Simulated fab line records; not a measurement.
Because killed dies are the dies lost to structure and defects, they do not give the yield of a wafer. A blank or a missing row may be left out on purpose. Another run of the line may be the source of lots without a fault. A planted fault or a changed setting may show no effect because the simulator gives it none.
A lot that was struck, set against a sound lot / flow gf180mcu / 14 steps out of a route of 602
Sound: the wafers L416.1, L416.4, L416.6. Struck: wafer L426.6 (L426.2, L426.5, from the same lot, were not struck and are left out); the cause is given at the end.
At each step with rows: each side's tool, then ch and its chambers, then its first start. Under that, the readings that differ: sound wafers / struck wafers / difference of the means / sigmas: that difference in standard deviations of wafers without a fault.
alike: same words and numbers on both sides, and readings whose means sit less than 2 such deviations apart. not compared: any withheld reading, any reading some wafer has no value for, any bound like >300 that may hide the same value, and any number with overlapping values for which the record gives no deviation.
The two part at a step that has a row with sigmas, a row that says differs or no value, or rows on one side only. Numbers that have no deviation but don't overlap get no sigmas and don't part them. A reading missing from all wafers of one side parts the sides only when that side holds two or more wafers.

GF_V2_CD_MEAS_14: the cd target is 260 nm.
  sound on cd-sem-02, day 21 11:11; struck on cd-sem-01, day 25 13:37
  alike: cd-nm
GF_V2_OVL_MEAS_15:
  sound on overlay-01, day 21 11:18; struck on overlay-01, day 25 13:43
  alike: V2_OVL
GF_V2_ETCH_16: etches BARC in N2/H2.
  sound on rie-diel-01 ch 0,1,2, day 21 11:20; struck on rie-diel-02 ch 0, day 25 13:45
reading=oes-product-au (a.u.); sound=0.856 0.846 0.854; struck=0.864; difference=+0.012; sigmas=+3
  alike: chamber-pressure-mTorr, drypump-motor-current-A, n2-flow-sccm, throttle-valve-pct
then, 1 step without rows for these wafers: GF_V2_ETCH_17 (etches SiO2 in C4F8/O2/Ar, stops on TiN, target depth 630 nm).
GF_V2_STRIP_18: strips in O2/N2.
  sound on plasma-asher-03 ch 0,1, day 21 11:28; struck on plasma-asher-01 ch 1, day 25 13:53
reading=platen-temp-c (C); sound=250.17 250.17 250.03; struck=249.74; difference=-0.38; sigmas=-2
  alike: chamber-pressure-mTorr, drypump-motor-current-A, heater-power-w, n2-flow-sccm, oes-product-au
  not compared: rf-hours-counter-h
then, 2 steps without rows for these wafers: GF_V2_STRIP_19 (strips in post etch residue remover, time 1200 s); GF_V2_CLEAN_20 (cleans in DIW).
GF_V2_SPUTTER_21: material Ti, target thk 15 nm, time 80.02 s.
  sound on pvd-sputter-04, day 21 12:00; struck on pvd-sputter-04, day 25 14:25
  alike: throttle-valve-pct
GF_V2_SPUTTER_22: material TiN, target thk 10 nm, time 40 s.
  sound on pvd-sputter-04, day 21 12:04; struck on pvd-sputter-04, day 25 14:29
  alike: throttle-valve-pct
then, 1 step without rows for these wafers: GF_V2_CVD_23 (deposits W, target thk 350 nm, time 104.94 s).
GF_V2_RS_MEAS_24: a four-point-probe measurement.
  sound on film-metro-02, day 21 12:13; struck on film-metro-04, day 25 14:39
  alike: V2_W_RS
GF_V2_THK_MEAS_25: measures by xrf.
  sound on film-metro-02, day 21 12:20; struck on film-metro-04, day 25 14:46
  alike: V2_W_THK
GF_V2_CMP_26: polishes, stops on SiO2, t overpolish 15 s, target thk 0 nm.
  sound on cmp-01 ch 0,1,3, day 21 12:23; struck on cmp-01 ch 1, day 25 14:49
reading=overpolish-run-s (s); sound=15.001 14.998 15.005; struck=0.035; difference=-14.966; sigmas=-99 or more
reading=time-to-endpoint-s (s); sound=83 81 87; struck=131; difference=+47; sigmas=+12
  alike: motor-current-A
GF_M3_SPUTTER_00: material Ti, target thk 37.5 nm, time 150 s.
  rows exist in the record for the sound wafers here (pvd-sputter-03, day 21 12:41), none for the struck ones

WHERE THEY PART
Last at GF_M3_SPUTTER_00 as far as this record goes, first at GF_V2_ETCH_16.

WHY: whatever the simulator had introduced
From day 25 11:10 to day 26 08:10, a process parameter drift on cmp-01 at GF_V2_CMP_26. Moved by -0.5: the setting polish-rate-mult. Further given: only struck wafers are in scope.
